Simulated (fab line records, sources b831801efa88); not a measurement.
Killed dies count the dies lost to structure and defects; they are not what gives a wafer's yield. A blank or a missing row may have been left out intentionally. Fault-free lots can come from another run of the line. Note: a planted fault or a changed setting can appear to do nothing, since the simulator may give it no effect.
Which tool is to blame? || flow sky130 || 36 wafers sampled from 12 lots at 1 step of a route of 708

== WHAT THE GAUGES SHOWED, per wafer ==
SKY_METAL3_CD_MEAS_13: target cd 300 nm.
{"lot": "L075", "measured": "day 38 19:55", "on": "cdSem-02", "cdNm (nm)": "301.3 302.2 301.0"}
{"lot": "L077", "measured": "day 39 07:50", "on": "cdSem-02", "cdNm (nm)": "298.6 299.8 299.3"}
{"lot": "L079", "measured": "day 39 23:52", "on": "cdSem-01", "cdNm (nm)": "296.9 296.4 297.3"}
{"lot": "L081", "measured": "day 40 21:13", "on": "cdSem-01", "cdNm (nm)": "300.3 300.2 300.0"}
{"lot": "L084", "measured": "day 41 16:08", "on": "cdSem-02", "cdNm (nm)": "301.3 300.9 301.4"}
{"lot": "L086", "measured": "day 42 17:08", "on": "cdSem-01", "cdNm (nm)": "299.8 301.0 301.0"}
{"lot": "L088", "measured": "day 43 10:40", "on": "cdSem-01", "cdNm (nm)": "300.6 300.2 301.1"}
{"lot": "L089", "measured": "day 43 13:41", "on": "cdSem-02", "cdNm (nm)": "301.0 300.6 300.2"}
{"lot": "L091", "measured": "day 44 00:02", "on": "cdSem-02", "cdNm (nm)": "298.6 298.7 299.8"}
{"lot": "L093", "measured": "day 44 08:14", "on": "cdSem-01", "cdNm (nm)": "300.6 300.4 302.4"}
{"lot": "L095", "measured": "day 44 11:55", "on": "cdSem-02", "cdNm (nm)": "302.3 302.1 301.7"}
{"lot": "L097", "measured": "day 45 04:29", "on": "cdSem-02", "cdNm (nm)": "298.9 298.6 299.9"}

== WHAT TOOL EACH LOT RAN ON (gives the tool, then ch and the chambers of the sampled wafers, and finally the start) ==
The record shows no process step preceding these readings.

== THE ANSWER, worked out from the rows above alone ==
Rule: the usual values come from the lots themselves. The widest of any qualifying gaps counts: lots, ordered by their means at a reading, are off when they make up no more than a third of the lots, leave a main group of 4 or more, and stand apart from it by 3 or more times the standard deviation of that group's means. If all means in a main group match to the digits the tables above print for the reading, that group is not used. Also off: a lot with no number at a reading for which 4 or more lots have one. The other lots that the step has rows for count as sound.
No lot is off at any reading shown: from this, nothing can be told.

== WHAT THE SIMULATOR PUT IN ==
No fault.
